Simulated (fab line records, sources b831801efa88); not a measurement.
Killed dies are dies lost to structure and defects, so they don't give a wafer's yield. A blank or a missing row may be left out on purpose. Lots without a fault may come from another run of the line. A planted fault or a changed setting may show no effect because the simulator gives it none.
One fault seen from 2 desks | flow gf180mcu | each desk has only its own numbers; what lay behind them comes last

THE METROLOGY DESK
What the gauges read, lot by lot, whatever tool the lot ran on: means of the sampled wafers that have a number. A lot is out of limits, marked OUT, if its mean lies more than 4 standard deviations from the usual mean; the brackets give that distance.
Columns: A = V2_CVD_02_THK at GF_V2_THK_MEAS_03, usual 850 nm
lot  | first seen here | A
L848 | day 19 01:14    | 851
L850 | day 20 03:58    | 843
L849 | day 20 04:38    | 860
L853 | day 21 02:16    | 853
L854 | day 21 08:27    | 845
L855 | day 22 02:00    | 857
L857 | day 22 14:28    | 853
L858 | day 22 21:46    | 834
L860 | day 23 15:29    | 846
L861 | day 24 00:53    | 852
L863 | day 24 16:02    | 676 (-17) OUT
L867 | day 26 04:49    | 674 (-18) OUT
L868 | day 26 08:36    | 742 (-11) OUT
L869 | day 26 10:17    | 845
L871 | day 27 03:04    | 851
This desk's finding: out of limits on L863, L867, L868; first on L863, day 24 16:02 (V2_CVD_02_THK at GF_V2_THK_MEAS_03). In limits: L848, L850, L849, L853, L854, L855, L857, L858, L860, L861, L869, L871.

THE TOOL OWNER'S DESK: pecvd-01
The tool's own readings at GF_V2_CVD_02 (deposits SiO2 from TEOS, target thk 850 nm, time 94.851 s): means of the sampled wafers that have a number, for each lot that ran on this tool. A lot is out of limits, marked OUT, if its mean lies more than 4 standard deviations from the usual mean; the brackets give that distance.
Columns: A = heater_power_outer_w at GF_V2_CVD_02, usual 342 W; B = heater_power_w at GF_V2_CVD_02, usual 590 W
lot  | first seen here | A   | B
L848 | day 19 01:10    | 297 | 522
L850 | day 20 03:53    | 315 | 546
L853 | day 21 02:11    | 307 | 511
L854 | day 21 08:22    | 335 | 586
L861 | day 24 00:48    | 307 | 573
L863 | day 24 15:58    | 327 | 574
L867 | day 26 04:44    | 286 | 533
L868 | day 26 08:32    | 326 | 559
This desk's finding: nothing out of limits on any of the 8 lots.

PUT TOGETHER
The metrology desk could have raised an alarm at day 24 16:02, on L863, L867, L868.
The tool owner's desk saw nothing out of limits.
The tool owner's desk has L863, L867, L868 on record, within its limits.
Of the lots named, all ran GF_V2_CVD_02 on pecvd-01.

WHAT THE SIMULATOR HAD PUT IN
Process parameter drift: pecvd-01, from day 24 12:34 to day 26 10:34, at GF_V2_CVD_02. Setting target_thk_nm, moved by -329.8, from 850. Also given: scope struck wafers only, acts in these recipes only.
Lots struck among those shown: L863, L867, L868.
Hours from the fault's start to each desk's first reading out of limits: the metrology desk, 3.
